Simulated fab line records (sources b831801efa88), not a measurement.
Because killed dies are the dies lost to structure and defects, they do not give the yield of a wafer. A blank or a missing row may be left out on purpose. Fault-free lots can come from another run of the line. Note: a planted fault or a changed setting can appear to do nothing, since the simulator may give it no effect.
Which tool did it? | flow sky130 | 10 lots, 29 wafers sampled, at 7 steps of a route of 708

## WHAT THE GAUGES READ, wafer by wafer
SKY_VIA3_RS_MEAS_22: measures by four-point-probe.
lot  | measured     | on           | VIA3_W_RS (ohm/sq)
L278 | day 40 01:41 | filmMetro-02 | 0.297 0.289 0.297
L280 | day 40 13:58 | filmMetro-04 | 0.293 0.293 0.298
L281 | day 41 00:44 | filmMetro-04 | 0.296 0.296 0.294
L283 | day 41 13:05 | filmMetro-04 | 0.300 0.298 0.302
L284 | day 41 22:07 | filmMetro-02 | 0.303 0.296 0.296
L288 | day 43 00:55 | filmMetro-04 | 0.297 0.299
L289 | day 43 04:29 | filmMetro-02 | 0.295 0.294 0.295
L290 | day 43 09:52 | filmMetro-04 | 0.299 0.297 0.301
L299 | day 45 18:25 | filmMetro-01 | 0.293 0.298 0.298
L300 | day 45 19:46 | filmMetro-01 | 0.294 0.301 0.300

SKY_VIA4_RS_MEAS_19: measures by four-point-probe.
lot  | measured     | on           | VIA4_W_RS (ohm/sq)
L278 | day 43 04:37 | filmMetro-03 | 0.2239 0.2260 0.2243
L280 | day 43 17:00 | filmMetro-04 | 0.2221 0.2244 0.2212
L281 | day 44 02:30 | filmMetro-03 | 0.2234 0.2259 0.2239
L283 | day 44 12:52 | filmMetro-03 | 0.2236 0.2286 0.2270
L284 | day 44 21:35 | filmMetro-03 | 0.2228 0.2265 0.2269
L288 | day 46 00:07 | filmMetro-01 | 0.5294 0.5144
L289 | day 46 02:58 | filmMetro-03 | 0.4988 0.4875 0.5176
L290 | day 46 06:39 | filmMetro-03 | 0.2306 0.2271 0.2280
L299 | day 48 10:56 | filmMetro-01 | 0.2266 0.2278 0.2242
L300 | day 48 11:37 | filmMetro-04 | 0.2312 0.2295 0.2294

SKY_VIA4_THK_MEAS_20: measures by xrf.
lot  | measured     | on           | VIA4_W_THK (nm)
L278 | day 43 04:43 | filmMetro-03 | 526 522 525
L280 | day 43 17:07 | filmMetro-04 | 530 524 533
L281 | day 44 02:37 | filmMetro-03 | 524 513 516
L283 | day 44 12:59 | filmMetro-03 | 517 507 514
L284 | day 44 21:41 | filmMetro-03 | 524 515 510
L288 | day 46 00:13 | filmMetro-01 | 224 231
L289 | day 46 03:05 | filmMetro-03 | 234 237 227
L290 | day 46 06:46 | filmMetro-03 | 501 512 512
L299 | day 48 11:02 | filmMetro-01 | 518 515 520
L300 | day 48 11:43 | filmMetro-04 | 508 511 508

SKY_PASSIVATION_THK_MEAS_01.
lot  | measured     | on           | PASSIVATION_CVD_00_THK (nm)
L278 | day 44 04:17 | filmMetro-01 | 88.8 91.5 90.9
L280 | day 44 17:06 | filmMetro-02 | 88.1 90.4 91.7
L281 | day 45 02:27 | filmMetro-04 | 90.4 88.4 91.1
L283 | day 45 12:28 | filmMetro-04 | 88.9 91.8 91.9
L284 | day 45 20:04 | filmMetro-02 | 89.9 90.5 91.9
L288 | day 46 22:21 | filmMetro-01 | 90.3 89.8
L289 | day 47 01:38 | filmMetro-04 | 87.1 89.5 89.3
L290 | day 47 04:44 | filmMetro-02 | 89.5 89.0 92.3
L299 | day 49 06:19 | filmMetro-02 | 89.6 88.4 92.5
L300 | day 49 07:47 | filmMetro-04 | 88.3 90.7 91.5

## WHAT TOOL EACH LOT RAN ON (gives the tool, then ch and the chambers of the sampled wafers, and finally the start)
lot  | SKY_VIA4_SPUTTER_17         | SKY_VIA4_CVD_18              | SKY_VIA4_CMP_21
L278 | pvdSputter-02, day 43 04:22 | cvdW-01 ch 0,1, day 43 04:28 | cmp-01 ch 0,1,3, day 43 04:51
L280 | pvdSputter-02, day 43 16:47 | cvdW-02 ch 0,1, day 43 16:51 | cmp-01 ch 0,1,3, day 43 17:11
L281 | pvdSputter-02, day 44 02:17 | cvdW-01 ch 0,1, day 44 02:21 | cmp-01 ch 0,1,3, day 44 02:41
L283 | pvdSputter-02, day 44 12:39 | cvdW-01 ch 0,1, day 44 12:43 | cmp-01 ch 2,3, day 44 13:05
L284 | pvdSputter-04, day 44 21:21 | cvdW-02 ch 0,1, day 44 21:25 | cmp-02 ch 0,1, day 44 21:47
L288 | pvdSputter-01, day 45 23:53 | cvdW-01 ch 0, day 45 23:56   | cmp-01 ch 1,3, day 46 00:35
L289 | pvdSputter-02, day 46 02:44 | cvdW-01 ch 0,1, day 46 02:48 | cmp-01 ch 0,3, day 46 03:46
L290 | pvdSputter-02, day 46 06:26 | cvdW-02 ch 0,1, day 46 06:30 | cmp-01 ch 0,1,3, day 46 06:53
L299 | pvdSputter-02, day 48 10:42 | cvdW-02 ch 0, day 48 10:46   | cmp-01 ch 0,1,3, day 48 11:05
L300 | pvdSputter-04, day 48 11:21 | cvdW-02 ch 0,1, day 48 11:28 | cmp-02 ch 2,3, day 48 11:55
- SKY_VIA4_SPUTTER_17: material TiN, target thk 20 nm, time 80 s.
- SKY_VIA4_CVD_18: deposits W, target thk 505 nm, time 152.14 s.
- SKY_VIA4_CMP_21: polishes, stops on SiO2, t overpolish 25 s, target thk 0 nm.

## WHAT THE TOOLS THEMSELVES READ (means of the sampled wafers that have a number; where no wafer has one, the mark that the record gives instead)
SKY_VIA4_SPUTTER_17.
lot  | tool          | cathodeDcPowerW (W) | throttleValvePct (%)
L278 | pvdSputter-02 | 4000.3              | 31.2
L280 | pvdSputter-02 | 4000.3              | 31.0
L281 | pvdSputter-02 | 4000.9              | 30.7
L283 | pvdSputter-02 | 3999.8              | 30.8
L284 | pvdSputter-04 | 3999.6              | 30.5
L288 | pvdSputter-01 | 4000.4              | 30.2
L289 | pvdSputter-02 | 4000.0              | 30.1
L290 | pvdSputter-02 | 3999.4              | 31.2
L299 | pvdSputter-02 | 3999.9              | 31.7
L300 | pvdSputter-04 | 4000.5              | 29.5

SKY_VIA4_CVD_18.
lot  | tool    | heaterPowerW (W) | susceptorTempC (C)
L278 | cvdW-01 | 913              | 399.76
L280 | cvdW-02 | 952              | 400.02
L281 | cvdW-01 | 862              | 400.14
L283 | cvdW-01 | 907              | 400.02
L284 | cvdW-02 | 970              | 399.79
L288 | cvdW-01 | 844              | 400.13
L289 | cvdW-01 | 876              | 400.00
L290 | cvdW-02 | 966              | 400.16
L299 | cvdW-02 | 1039             | 400.20
L300 | cvdW-02 | 966              | 399.95

SKY_VIA4_CMP_21.
lot  | tool   | motorCurrentA (A) | timeToEndpointS (s)
L278 | cmp-01 | 10.7              | 126
L280 | cmp-01 | 10.5              | 129
L281 | cmp-01 | 10.7              | 125
L283 | cmp-01 | 10.1              | 120
L284 | cmp-02 | 10.5              | 121
L288 | cmp-01 | 10.2              | 52
L289 | cmp-01 | 10.0              | 56
L290 | cmp-01 | 10.5              | 121
L299 | cmp-01 | 10.4              | 125
L300 | cmp-02 | 11.3              | 118

## THE ANSWER, worked out from the rows above alone
Rule: the usual values come from the lots themselves. The widest of any qualifying gaps counts: lots, ordered by their means at a reading, are off when they make up no more than a third of the lots, leave a main group of 4 or more, and stand apart from it by 3 or more times the standard deviation of that group's means. The tables above print the reading to a certain number of digits; a main group whose means all agree to those digits is not used. Also off: a lot with no number at a reading for which 4 or more lots have one. Where the step has rows for the other lots, those lots are counted as sound. First the gauges in route order, then the tools' own readings, where a lot's mean is used as printed above. At the first step where some lot is off, the reading lying furthest off is the one used; lots without a number count as furthest.
Off: at SKY_VIA4_RS_MEAS_19 (VIA4_W_RS), L288, L289. The main group: mean 0.2260 ohm/sq, standard deviation 0.0022.
If a tool, at a process step before that reading, ran all the lots that are off and no sound lot after the first of them, it fits. Not tried: the gauges at SKY_VIA4_RS_MEAS_19; whatever is off there is also off at SKY_VIA4_CMP_21, on other tools, and gauge error can't account for it. One fits: SKY_VIA4_CVD_18 on cvdW-01. A fault onset in the window from L283 (day 44 12:43, its last sound lot) to L288 (day 45 23:56, its first lot off) fits.

## WHAT WAS PUT IN BY THE SIMULATOR
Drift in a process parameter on cvdW-01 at SKY_VIA4_CVD_18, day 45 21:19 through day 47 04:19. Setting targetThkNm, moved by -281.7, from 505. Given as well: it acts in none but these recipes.
Struck lots among those shown: L288, L289. This agrees with what the rule above found.
